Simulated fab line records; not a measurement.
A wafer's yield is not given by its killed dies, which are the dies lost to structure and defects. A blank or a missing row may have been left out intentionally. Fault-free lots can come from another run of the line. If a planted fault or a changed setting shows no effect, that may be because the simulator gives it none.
One fault seen from 2 desks | flow gf180mcu | every desk sees just its own numbers, and what lay behind them comes last

## THE TOOL OWNER'S DESK: pvd sputter-04
The tool's own readings at GF_MIM_SPUTTER_02 (material AlCu, target thk 450 nm, time 23.9 s): means of the sampled wafers that have a number, for each lot that ran on this tool. The brackets show how far a lot's mean lies from the usual mean; more than 4 standard deviations puts the lot out of limits, marked OUT.
Columns: A = throttle valve pct at GF_MIM_SPUTTER_02, usual 29.9 %
lot  | first seen here | A
L118 | day 24 19:19    | 30.1
L121 | day 25 22:34    | 28.6
L128 | day 28 09:19    | 30.1
L129 | day 28 12:28    | 29.1
L130 | day 28 16:01    | 28.6
L132 | day 29 07:21    | 28.5
L135 | day 30 02:25    | 30.2
This desk's verdict: no lot among the 7 shows anything out of limits.

## METROLOGY DESK
What the gauges read for every lot (on any tool): the sampled wafers with a number, averaged. The brackets show how far a lot's mean lies from the usual mean; more than 4 standard deviations puts the lot out of limits, marked OUT.
Columns: A = PASSIVATION_CVD_00_THK at GF_PASSIVATION_THK_MEAS_01, usual 999 nm; B = PASSIVATION_CVD_02_THK at GF_PASSIVATION_THK_MEAS_03, usual 700 nm
lot  | first seen here | A    | B
L117 | day 28 02:29    | 1014 | 694
L118 | day 28 10:13    | 996  | 700
L121 | day 29 11:13    | 1001 | 706
L122 | day 29 19:39    | 1001 | 691
L124 | day 30 10:45    | 1008 | 683
L125 | day 30 11:03    | 1003 | 712
L126 | day 31 00:54    | 996  | 693
L128 | day 31 15:05    | 999  | 697
L129 | day 31 18:44    | 986  | 700
L130 | day 31 21:48    | 1020 | 715
L132 | day 32 10:55    | 988  | 710
L135 | day 33 03:46    | 998  | 689
L140 | day 34 09:58    | 994  | 711
This desk's verdict: no lot among the 13 shows anything out of limits.

## PUT TOGETHER
The tool owner's desk saw nothing out of limits.
From the metrology desk's view, nothing was out of limits.

## WHAT HAD BEEN PUT IN BY THE SIMULATOR
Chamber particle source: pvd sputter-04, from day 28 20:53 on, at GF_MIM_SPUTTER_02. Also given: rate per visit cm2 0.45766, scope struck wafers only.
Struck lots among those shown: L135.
